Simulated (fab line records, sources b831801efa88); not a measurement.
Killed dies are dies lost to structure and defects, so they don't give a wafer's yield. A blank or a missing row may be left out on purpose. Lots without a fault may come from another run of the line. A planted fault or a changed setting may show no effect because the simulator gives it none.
A struck lot beside a sound one | flow sky130 | 15 steps out of a route of 708
Sound: wafers L714.2, L714.4, L714.6. Struck: wafers L718.4, L718.5, L718.6. The cause comes at the end.
At each step with rows: each side's tool, then ch and its chambers, then its first start. Under that, the readings that differ: sound wafers | struck wafers | difference of the means | sigmas: that difference in standard deviations of wafers without a fault.
alike: readings whose means differ by less than 2 such deviations, and words and numbers that are the same on both sides. not compared: withheld readings, readings that some wafer has no value for, bounds like >300 that may hide the same value, and numbers for which the record gives no deviation and whose values overlap.
The two part at a step that has a row with sigmas, a row that says differs or no value, or rows on one side only. Numbers that don't overlap but have no deviation are shown without sigmas and don't part them. A reading that every wafer of one side lacks parts them only if that side has two wafers or more.

SKY_SONOS_ONO_CD_MEAS_13: target cd 410 nm.
  sound on cd_sem-01, day 12 01:41; struck on cd_sem-02, day 14 03:44
  alike: cd_nm
SKY_SONOS_ONO_OVL_MEAS_14:
  sound on overlay-02, day 12 01:48; struck on overlay-01, day 14 03:49
  alike: SONOS_ONO_OVL
SKY_SONOS_ONO_ETCH_15: etches the open film in CHF3/O2, target depth 19.52 nm, time 7.8 s.
  sound on rie_diel-03 ch 0,1,3, day 12 01:50; struck on rie_diel-01 ch 2,3, day 14 03:50
  alike: bias_w, chf3_flow_sccm, drypump_motor_current_A, oes_product_au, throttle_valve_pct
  not compared: rf_hours_counter_h
then, 1 step without rows for these wafers: SKY_SONOS_ONO_WET_ETCH_16 (etches SiO2 in dHF, target depth 14 nm, time 280 s).
SKY_SONOS_ONO_STRIP_17: strips in O2/N2.
  sound on plasma_asher-03 ch 0,1, day 12 01:56; struck on plasma_asher-02 ch 0,1, day 14 03:58
  alike: drypump_motor_current_A, n2_flow_sccm, oes_product_au, strip_time_to_endpoint_s
  not compared: rf_hours_counter_h
then, 3 steps without rows for these wafers: SKY_SONOS_ONO_WET_ETCH_18 (etches Si3N4 in H3PO4, target depth 15 nm, time 172 s); SKY_GATE_OXIDE_CLEAN_00 (cleans in SC1/SC2, time 150 s); SKY_GATE_OXIDE_OXIDATION_01 (stabilise 600 s, purge 300 s, target thk 10.268 nm).
SKY_GATE_OXIDE_THK_MEAS_02:
  sound on film_metro-02, day 12 05:26; struck on film_metro-02, day 14 05:35
  alike: GATE_OXIDE_OXIDATION_00_THK
then, 3 steps without rows for these wafers: SKY_GATE_OXIDE_DEHYDRATE_03 (time 60 s); SKY_GATE_OXIDE_HMDS_04 (prime time 60 s); SKY_GATE_OXIDE_COAT_05 (resist thk 1140 nm).
SKY_GATE_OXIDE_SOFTBAKE_06: time 60 s.
  sound on litho_track-01 ch 0, day 12 17:11; struck on litho_track-01 ch 0, day 14 18:26
  reading                  | sound             | struck            | difference | sigmas
  heater_power_total_W (W) | 56.51 56.64 56.60 | 58.02 58.24 58.08 | +1.53      | +34
  plate_temp_C (C)         | 90.03 90.02 89.81 | 91.59 91.59 91.55 | +1.62      | +11
then, 1 step without rows for these wafers: SKY_GATE_OXIDE_EXPOSE_07 (exposes mask LVOM, target cd 600 nm).
-- the record jumps here: 32 days lie between the struck wafers' starts before and after (it left off in module GATE_OXIDE and takes up again in module PAD_OPEN, whose first step shown is number 708 of the route) --
SKY_PAD_OPEN_PROBE_99:
  sound on prober-01, day 45 00:43; struck on prober-01, day 46 15:37
  alike: killed_at_M0_to_M3, killed_at_M4_up, killed_at_contacts, killed_at_front_end, killed_at_other, killed_dies, killed_open, killed_short

WHERE THEY PART
Only at SKY_GATE_OXIDE_SOFTBAKE_06, within this record. Later steps at which nothing parts them and some readings are alike: SKY_PAD_OPEN_PROBE_99.

WHY: what the simulator had put in
Process parameter drift: litho_track-01, from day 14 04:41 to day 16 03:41, at SKY_GATE_OXIDE_SOFTBAKE_06. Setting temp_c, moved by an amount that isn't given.
